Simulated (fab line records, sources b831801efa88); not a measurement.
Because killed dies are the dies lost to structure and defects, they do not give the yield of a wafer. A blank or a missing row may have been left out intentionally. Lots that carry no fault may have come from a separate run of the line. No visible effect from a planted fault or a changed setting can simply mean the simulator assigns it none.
Which tool is to blame? | flow sky130 | Sampling: 14 lots, 42 wafers, 3 of 708 route steps

== WHAT THE GAUGES READ, wafer by wafer ==
SKY_NWELL_TW_MEAS_15.
lot  | measured     | on           | NWELL_TW
L762 | day 4 13:32  | filmMetro-01 | 1822 1829 1822
L763 | day 4 23:41  | filmMetro-03 | 1807 1801 1811
L764 | day 5 03:05  | filmMetro-01 | 1826 1812 1814
L766 | day 5 14:32  | filmMetro-01 | 1815 1813 1815
L767 | day 5 18:15  | filmMetro-03 | 1819 1809 1800
L771 | day 6 16:23  | filmMetro-01 | 1821 1820 1826
L772 | day 6 23:53  | filmMetro-01 | 1865 1852 1854 1841 1845 1853
L775 | day 7 18:19  | filmMetro-01 | 1810 1809 1807
L777 | day 8 07:26  | filmMetro-01 | 1860 1867 1851 1861 1845 1853
L781 | day 9 05:28  | filmMetro-04 | 1812 1822 1811
L782 | day 9 10:23  | filmMetro-04 | 1809 1805 1806
L783 | day 9 14:43  | filmMetro-01 | 1816 1824 1827
L784 | day 9 23:44  | filmMetro-04 | 1801 1806 1804
L785 | day 10 07:32 | filmMetro-04 | 1819 1803 1820

SKY_NWELL_RS_MEAS_29: measurement is done with a four-point probe.
lot  | measured     | on           | NWELL_RS (ohm/sq)
L762 | day 5 07:15  | filmMetro-01 | 624.9 621.8 625.1
L763 | day 5 17:29  | filmMetro-04 | 627.9 624.6 625.0
L764 | day 5 21:16  | filmMetro-01 | 624.6 625.2 621.9
L766 | day 6 09:05  | filmMetro-01 | 626.6 625.7 626.6
L767 | day 6 14:14  | filmMetro-01 | 623.8 623.5 625.0
L771 | day 7 13:17  | filmMetro-03 | 623.3 623.6 625.1
L772 | day 7 20:41  | filmMetro-01 | 601.0 600.6 600.0 600.1 601.2 600.8
L775 | day 8 15:14  | filmMetro-03 | 623.9 625.4 625.6
L777 | day 9 04:38  | filmMetro-01 | 601.5 600.8 601.9 600.8 599.9 600.9
L781 | day 10 03:45 | filmMetro-04 | 622.2 622.5 621.2
L782 | day 10 09:25 | filmMetro-01 | 622.0 624.1 623.2
L783 | day 10 13:31 | filmMetro-01 | 627.2 628.0 625.8
L784 | day 10 22:57 | filmMetro-03 | 626.3 624.7 625.8
L785 | day 11 06:19 | filmMetro-01 | 627.6 626.8 627.0

== TOOL THAT RAN EACH LOT (tool first, then ch and the chambers of the sampled wafers, then the start) ==
lot  | SKY_NWELL_IMPLANT_11
L762 | implanter-04 ch 0, day 4 12:59
L763 | implanter-03 ch 0, day 4 23:10
L764 | implanter-02 ch 0, day 5 02:32
L766 | implanter-02 ch 0, day 5 13:59
L767 | implanter-03 ch 0, day 5 17:44
L771 | implanter-02 ch 0, day 6 15:50
L772 | implanter-02 ch 0, day 6 23:20
L775 | implanter-04 ch 0, day 7 17:46
L777 | implanter-02 ch 0, day 8 06:55
L781 | implanter-04 ch 0, day 9 04:55
L782 | implanter-04 ch 0, day 9 09:51
L783 | implanter-04 ch 0, day 9 14:11
L784 | implanter-04 ch 0, day 9 23:14
L785 | implanter-03 ch 0, day 10 06:59
- SKY_NWELL_IMPLANT_11

== WHAT THE TOOLS THEMSELVES READ (means of the sampled wafers that have a number; where no wafer has one, the mark that the record gives instead) ==
SKY_NWELL_IMPLANT_11.
lot  | tool         | doseIonsCm2 | faradayCurrentUA
L762 | implanter-04 | 1.9e+13     | 108.8
L763 | implanter-03 | 1.9e+13     | 107.0
L764 | implanter-02 | 1.9e+13     | 107.1
L766 | implanter-02 | 1.9e+13     | 106.4
L767 | implanter-03 | 1.9e+13     | 107.8
L771 | implanter-02 | 1.9e+13     | 106.9
L772 | implanter-02 | 2.0e+13     | 116.6
L775 | implanter-04 | 1.9e+13     | 106.6
L777 | implanter-02 | 2.0e+13     | 115.8
L781 | implanter-04 | 1.9e+13     | 106.7
L782 | implanter-04 | 1.9e+13     | 106.2
L783 | implanter-04 | 1.9e+13     | 110.6
L784 | implanter-04 | 1.9e+13     | 105.3
L785 | implanter-03 | 1.9e+13     | 106.7

== THE ANSWER, worked out from the rows above alone ==
Rule: the usual values come from the lots themselves. The widest of any qualifying gaps counts: lots, ordered by their means at a reading, are off when they make up no more than a third of the lots, leave a main group of 4 or more, and stand apart from it by 3 or more times the standard deviation of that group's means. A main group is skipped when, at the precision printed for the reading in the tables above, its means are all equal. A lot without any number at a reading at which 4 lots or more have one is off too. Where the step has rows for the other lots, those lots are counted as sound. After the gauges, taken in route order, come the tools' own readings; for these a lot's mean is taken, as printed above. The first step at which some lot is off is used, and at that step the reading that is off furthest; a lot without a number counts as furthest.
Off: L772, L777, at SKY_NWELL_TW_MEAS_15 (NWELL_TW). The main group has a mean of 1814 with a standard deviation of 6.6.
If a tool, at a process step before that reading, ran all the lots that are off and no sound lot after the first of them, it fits. The gauges at SKY_NWELL_TW_MEAS_15 aren't tried: what is off there is off at SKY_NWELL_IMPLANT_11 too, on other tools, and a gauge's error can't cause that. One candidate fits, namely implanter-02 at SKY_NWELL_IMPLANT_11. Its last sound lot is L771 (day 6 15:50), its first lot that is off L772 (day 6 23:20): a fault that began between those two fits.
The tool's own readings at SKY_NWELL_IMPLANT_11 bear it out: on the lots that are off they differ by more than 5 times the standard deviation of the sound lots' means. doseIonsCm2 reads 2.0e+13 there against 1.9e+13 on the sound lots; faradayCurrentUA reads 116.2 there against 107.2 on the sound lots.

== WHAT THE SIMULATOR HAD PUT IN ==
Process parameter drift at SKY_NWELL_IMPLANT_11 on implanter-02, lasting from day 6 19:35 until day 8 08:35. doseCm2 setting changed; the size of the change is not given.
Lots struck among those shown: L772, L777. Same finding as the rule above.
